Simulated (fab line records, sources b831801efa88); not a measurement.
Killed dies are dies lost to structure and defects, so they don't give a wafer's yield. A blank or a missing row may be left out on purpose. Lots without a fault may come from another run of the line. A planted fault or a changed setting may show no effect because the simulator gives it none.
Split-lot experiment | flow gf180mcu | 5 lots, 23 wafers read, on a route of 602 steps

THE SPLIT
At GF_MIM_SPUTTER_02 (material AlCu, target thk 450 nm, time 23.9 s), the setting chamber_pressure_pa was moved away from the recipe's 0.4 Pa on 15 of the 23 wafers read, by -12.9% to +8.5%. The other wafers ran this setting at the recipe's value.

The reading is taken at the split's own step.

THE READING
AlCu_of_MIM_SPUTTER_02.thk_nm (the simulator's own value, which no gauge read), in nm, at GF_MIM_SPUTTER_02 (material AlCu, target thk 450 nm, time 23.9 s). The file gives no usual value for it. The 8 wafers here that ran the recipe average 448.8 nm, standard deviation 3.7 nm.

wafer  | tool, chamber at the split | chamber_pressure_pa as run, Pa | against the recipe | AlCu_of_MIM_SPUTTER_02.thk_nm, nm | against lot-mates on the recipe
L074.1 | pvd_sputter-03, -          | 0.4                            | recipe             | 446.8                             | -
L074.2 | pvd_sputter-03, -          | 0.4                            | recipe             | 447                               | -
L074.3 | pvd_sputter-03, -          | 0.4                            | recipe             | 452.5                             | -
L074.4 | pvd_sputter-03, -          | 0.4                            | recipe             | 445.5                             | -
L074.6 | pvd_sputter-03, -          | 0.4                            | recipe             | 455.5                             | -
L075.1 | pvd_sputter-02, -          | 0.4176                         | +4.4%              | 442.9                             | no lot-mate on the recipe
L075.2 | pvd_sputter-02, -          | 0.4176                         | +4.4%              | 438.9                             | no lot-mate on the recipe
L075.3 | pvd_sputter-02, -          | 0.4176                         | +4.4%              | 440.6                             | no lot-mate on the recipe
L075.5 | pvd_sputter-02, -          | 0.4176                         | +4.4%              | 438                               | no lot-mate on the recipe
L075.6 | pvd_sputter-02, -          | 0.4176                         | +4.4%              | 439.1                             | no lot-mate on the recipe
L077.1 | pvd_sputter-01, -          | 0.3483                         | -12.9%             | 458.2                             | no lot-mate on the recipe
L077.2 | pvd_sputter-01, -          | 0.3483                         | -12.9%             | 455.1                             | no lot-mate on the recipe
L077.4 | pvd_sputter-01, -          | 0.3483                         | -12.9%             | 457.2                             | no lot-mate on the recipe
L077.5 | pvd_sputter-01, -          | 0.3483                         | -12.9%             | 455.6                             | no lot-mate on the recipe
L077.6 | pvd_sputter-01, -          | 0.3483                         | -12.9%             | 458.6                             | no lot-mate on the recipe
L080.1 | pvd_sputter-03, -          | 0.4                            | recipe             | 445.3                             | -
L080.3 | pvd_sputter-03, -          | 0.4                            | recipe             | 445.6                             | -
L080.5 | pvd_sputter-03, -          | 0.4                            | recipe             | 452.4                             | -
L081.1 | pvd_sputter-01, -          | 0.4342                         | +8.5%              | 444.4                             | no lot-mate on the recipe
L081.2 | pvd_sputter-01, -          | 0.4342                         | +8.5%              | 441.7                             | no lot-mate on the recipe
L081.3 | pvd_sputter-01, -          | 0.4342                         | +8.5%              | 444.5                             | no lot-mate on the recipe
L081.4 | pvd_sputter-01, -          | 0.4342                         | +8.5%              | 439.1                             | no lot-mate on the recipe
L081.6 | pvd_sputter-01, -          | 0.4342                         | +8.5%              | 441.6                             | no lot-mate on the recipe

THE FIT
A straight line over all 23 wafers: AlCu_of_MIM_SPUTTER_02.thk_nm changes by -0.772 nm for each +1% of chamber_pressure_pa; r = -0.86; the points scatter about the line by 3.6 nm.
Too few moved wafers have a lot-mate on the recipe to fit a line with each lot's own level taken away.

THE FILE'S OWN FIT
AlCu_of_MIM_SPUTTER_02.thk_nm changes by -0.771 nm for each +1% of chamber_pressure_pa, r = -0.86.
